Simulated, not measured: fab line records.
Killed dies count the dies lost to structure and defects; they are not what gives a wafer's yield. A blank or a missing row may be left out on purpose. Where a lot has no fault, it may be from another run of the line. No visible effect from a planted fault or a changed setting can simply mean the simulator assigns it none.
Struck lot and sound lot, side by side || flow sky130 || 43 out of 708 route steps
Sound: these wafers, L448.1, L448.2, L448.3. The struck wafers were L456.2, L456.5, L456.6. At the end, the cause is stated.
Per side, at each step with rows, come the tool, then ch with its chambers, and then its first start. Under that, the readings that differ: sound wafers || struck wafers || difference of the means || sigmas: that difference in standard deviations of wafers without a fault.
alike: words and numbers the same on both sides, and readings whose means are apart by under 2 such deviations; not compared: readings that were withheld, readings missing a value for some wafer, numbers with overlapping values and no deviation given by the record, and bounds like >300 which may hide the same value.
The two part at a step that has a row with sigmas, a row that says differs or no value, or rows on one side only. Numbers that have no deviation but don't overlap get no sigmas and don't part them. A reading missing from all wafers of one side parts the sides only when that side holds two or more wafers.

first, 3 steps without rows for these wafers: SKY_SONOS_ONO_WET_ETCH_18 (etches Si3N4 in H3PO4, target depth 15 nm, time 172 s); SKY_GATE_OXIDE_CLEAN_00 (cleans in SC1/SC2, time 150 s); SKY_GATE_OXIDE_OXIDATION_01 (stabilise 600 s, purge 300 s, target thk 10.268 nm).
SKY_GATE_OXIDE_THK_MEAS_02:
  sound on film metro-04, day 13 10:24; struck on film metro-02, day 16 05:11
{"reading": "GATE_OXIDE_OXIDATION_00_THK (nm)", "sound": "10.53 10.77 10.71", "struck": "10.04 9.88 10.09", "difference": -0.67, "sigmas": -3}
then, 7 steps without rows for these wafers: SKY_GATE_OXIDE_DEHYDRATE_03 (time 60 s); SKY_GATE_OXIDE_HMDS_04 (prime time 60 s); SKY_GATE_OXIDE_COAT_05 (resist thk 1140 nm); SKY_GATE_OXIDE_SOFTBAKE_06 (time 60 s); SKY_GATE_OXIDE_EXPOSE_07 (exposes mask LVOM, target cd 600 nm); SKY_GATE_OXIDE_PEB_08; SKY_GATE_OXIDE_DEVELOP_09 (develop time 60 s).
SKY_GATE_OXIDE_OVL_MEAS_10:
  sound on overlay-01, day 14 12:19; struck on overlay-02, day 17 09:37
  alike: GATE_OXIDE_OVL
SKY_GATE_OXIDE_IMPLANT_11:
  sound on implanter-04 ch 0, day 14 12:21; struck on implanter-01 ch 0, day 17 09:40
  alike: beam energy keV
then, 1 step without rows for these wafers: SKY_GATE_OXIDE_WET_ETCH_12 (etches SiO2 in dHF, target depth 16.8 nm, time 336 s).
SKY_GATE_OXIDE_STRIP_13: strips in O2/N2.
  sound on plasma asher-02 ch 0,1, day 14 12:36; struck on plasma asher-03 ch 0,1, day 17 09:54
{"reading": "drypump motor current A (A)", "sound": "4.8 5.1 4.8", "struck": "6.7 6.7 6.5", "difference": "+1.7", "sigmas": "+2"}
  alike: o2 flow sccm, oes product au, strip time to endpoint s
  not compared: rf hours counter h
SKY_GATE_OXIDE_TW_MEAS_14:
  sound on film metro-02, day 14 12:42; struck on film metro-04, day 17 10:01
  alike: GATE_OXIDE_TW
then, 3 steps without rows for these wafers: SKY_GATE_OXIDE_CLEAN_15 (cleans in SC1/SC2, time 150 s); SKY_GATE_OXIDE_OXIDATION_16 (stabilise 600 s, purge 300 s, target thk 3.57 nm); SKY_POLY_GATE_CVD_00 (deposits poly-Si, target thk 180 nm, time 720 s).
SKY_POLY_GATE_THK_MEAS_01:
  sound on film metro-04, day 14 16:59; struck on film metro-01, day 17 14:58
  alike: POLY_GATE_CVD_00_THK
then, 8 steps without rows for these wafers: SKY_RES_PROTECT_DEHYDRATE_00 (time 60 s); SKY_RES_PROTECT_HMDS_01 (prime time 60 s); SKY_RES_PROTECT_COAT_02 (resist thk 1140 nm); SKY_RES_PROTECT_SOFTBAKE_03 (time 60 s); SKY_RES_PROTECT_EXPOSE_04 (exposes mask RPM, target cd 1270 nm); SKY_RES_PROTECT_PEB_05; SKY_RES_PROTECT_DEVELOP_06 (develop time 60 s); SKY_POLY_GATE_IMPLANT_02.
SKY_RES_PROTECT_STRIP_07: strips in O2/N2.
  sound on plasma asher-03 ch 0,1, day 15 19:47; struck on plasma asher-03 ch 0,1, day 18 20:29
  alike: drypump motor current A, o2 flow sccm, oes product au, strip time to endpoint s
  not compared: rf hours counter h
SKY_RES_PROTECT_TW_MEAS_08:
  sound on film metro-02, day 15 19:53; struck on film metro-04, day 18 20:35
  alike: POLY_GATE_TW
then, 2 steps without rows for these wafers: SKY_RES_PROTECT_CLEAN_09 (cleans in SC1/SC2, time 150 s); SKY_POLY_GATE_CVD_03 (deposits Si3N4 from DCS/NH3, target thk 75 nm, time 1290 s).
SKY_POLY_GATE_THK_MEAS_04:
  sound on film metro-03, day 15 21:22; struck on film metro-01, day 18 23:34
  alike: POLY_GATE_CVD_03_THK
then, 8 steps without rows for these wafers: SKY_POLY_GATE_DEHYDRATE_05 (time 60 s); SKY_POLY_GATE_HMDS_06 (prime time 60 s); SKY_POLY_GATE_COAT_07 (resist thk 110 nm); SKY_POLY_GATE_COAT_08 (resist thk 450 nm); SKY_POLY_GATE_SOFTBAKE_09 (time 90 s); SKY_POLY_GATE_EXPOSE_10 (exposes mask P1M, target cd 150 nm); SKY_POLY_GATE_PEB_11; SKY_POLY_GATE_DEVELOP_12 (develop time 60 s).
SKY_POLY_GATE_CD_MEAS_13: target cd 150 nm.
  sound on cd sem-02, day 17 00:40; struck on cd sem-02, day 20 06:07
  alike: cd nm
-- a jump in the record: the struck wafers' starts before and after are 28 days apart (it breaks off in module POLY_GATE and resumes in module PAD_OPEN, where the first step shown is number 708 of the route) --
SKY_PAD_OPEN_PROBE_99:
  sound on prober-01, day 46 10:49; struck on prober-01, day 48 12:04
{"reading": "model.etest.pfet_01v8.drive ua um range", "sound": "5.882 6.649 9.417", "struck": "13.2 17.77 12.99", "difference": "+7.3", "sigmas": ""}
{"reading": "model.etest.pfet_01v8_lvt.vt v range", "sound": "0.02412 0.02408 0.0244", "struck": "0.151 0.1578 0.15", "difference": "+0.129", "sigmas": ""}
{"reading": "model.etest.pfet_01v8.vt v range", "sound": "0.02027 0.01868 0.01691", "struck": "0.05923 0.05631 0.05968", "difference": "+0.03979", "sigmas": ""}
{"reading": "model.etest.nfet_01v8.vt v range", "sound": "0.01604 0.01151 0.01247", "struck": "0.02435 0.02234 0.02252", "difference": "+0.00973", "sigmas": ""}
  alike: killed_at_M0_to_M3, killed_at_M4_up, killed at contacts, killed at front end, killed at other, killed dies, killed on rim, killed open, killed short
  not compared: model.etest.nfet_01v8.drive ua um range

== WHERE THEY PART ==
Last at SKY_GATE_OXIDE_STRIP_13 as far as this record goes, first at SKY_GATE_OXIDE_THK_MEAS_02. Later steps at which nothing parts them and some readings are alike: SKY_GATE_OXIDE_TW_MEAS_14, SKY_POLY_GATE_THK_MEAS_01, SKY_RES_PROTECT_STRIP_07, SKY_RES_PROTECT_TW_MEAS_08, SKY_POLY_GATE_THK_MEAS_04, SKY_POLY_GATE_CD_MEAS_13, SKY_PAD_OPEN_PROBE_99.

WHY: the cause the simulator had injected
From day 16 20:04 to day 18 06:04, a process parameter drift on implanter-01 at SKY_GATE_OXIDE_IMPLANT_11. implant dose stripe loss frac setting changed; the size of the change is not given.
